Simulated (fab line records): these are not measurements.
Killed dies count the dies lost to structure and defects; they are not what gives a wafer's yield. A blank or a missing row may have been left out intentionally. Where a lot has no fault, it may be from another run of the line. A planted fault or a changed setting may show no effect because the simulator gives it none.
8D (eight disciplines) problem report, filled in by code ; flow sky130 ; the parts of the form that need people (team, actions taken, sign-off) are left out

## 1. WHAT IS WRONG
At SKY_LDD_HVP_IMPLANT_08, dose-ions-cm2 averages 1.4821e+13 over 6 wafers from 2 lots, while fault-free wafers read 1.7001e+13, standard deviation 1.6e+10. That is -99 or more standard deviations from the usual mean.
Earliest sighting: wafer L486.1 on implanter-01 at day 26 07:00. Wafers with a number at this step in the record: 18, from 6 lots. Rule for "out" (also "out of limits"): further than 4 standard deviations from the usual mean. Any other wafer with a number is counted as sound.

## 2. WHAT IT IS, AND WHAT IT ISN'T
question;is;is not
which readings at this step;dose-ions-cm2, faraday-current-uA;-
which lots;L486, L489;L477, L490, L491, L496
which wafers of those lots;all that have a number;-
read on which tools;implanter-01;implanter-03, implanter-04
when;from day 26 07:00;"up to then (3 sound wafers); but 9 sound wafers of L490, L491, L496 came after"

## 3. SUSPECTS, AND WHAT RULES EACH OUT
Counting: a tool at a process step up to the reading stays a suspect if it ran every lot that is out and no sound lot after the first of them.
- plasma-asher-03 at SKY_LDD_HVN_STRIP_09 (strips in O2/N2): ruled out as a lasting fault. Sound lots L491 ran on it after its first lot that is out, L486 (day 25 02:06).
- implanter-01 at SKY_LDD_HVP_IMPLANT_08: kept. It processed each lot that is out, first L486 at day 26 07:00, and no sound lot thereafter; up to then, the last sound lot it processed was L477 at day 22 18:11. Out on those wafers are its own readings of dose-ions-cm2, faraday-current-uA.
After counting, what remains is implanter-01 at SKY_LDD_HVP_IMPLANT_08.

## 4. THE CAUSE (what the simulator had put in)
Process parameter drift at SKY_LDD_HVP_IMPLANT_08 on implanter-01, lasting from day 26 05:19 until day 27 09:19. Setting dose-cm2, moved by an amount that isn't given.
Only this tool survived the counting.

## 5. THE CHAIN OF EFFECTS, in route order
One row per reading whose mean, taken over the struck wafers that have a number, lies over 3 standard deviations from the usual. Only readings for which the record gives a usual standard deviation are gone through. hours: the time from each lot's start at the first step in this table that gives one to its start at this step, as a median over the lots. sigmas: the change in usual standard deviations.
hours;step;reading;usual;on struck wafers;change;sigmas
0;SKY_LDD_HVP_IMPLANT_08;dose-ions-cm2;1.7001e+13;1.4821e+13;-2.1797e+12;-99 or more
0;SKY_LDD_HVP_IMPLANT_08;faraday-current-uA;95.8;83.3;-12.5;-6.2
Process steps it contains:
- SKY_LDD_HVP_IMPLANT_08

## 6. HOW IT WOULD HAVE BEEN CAUGHT EARLIER
The fault began at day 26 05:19; the first out-of-limits reading in this record came at day 26 07:00, 2 hours later.
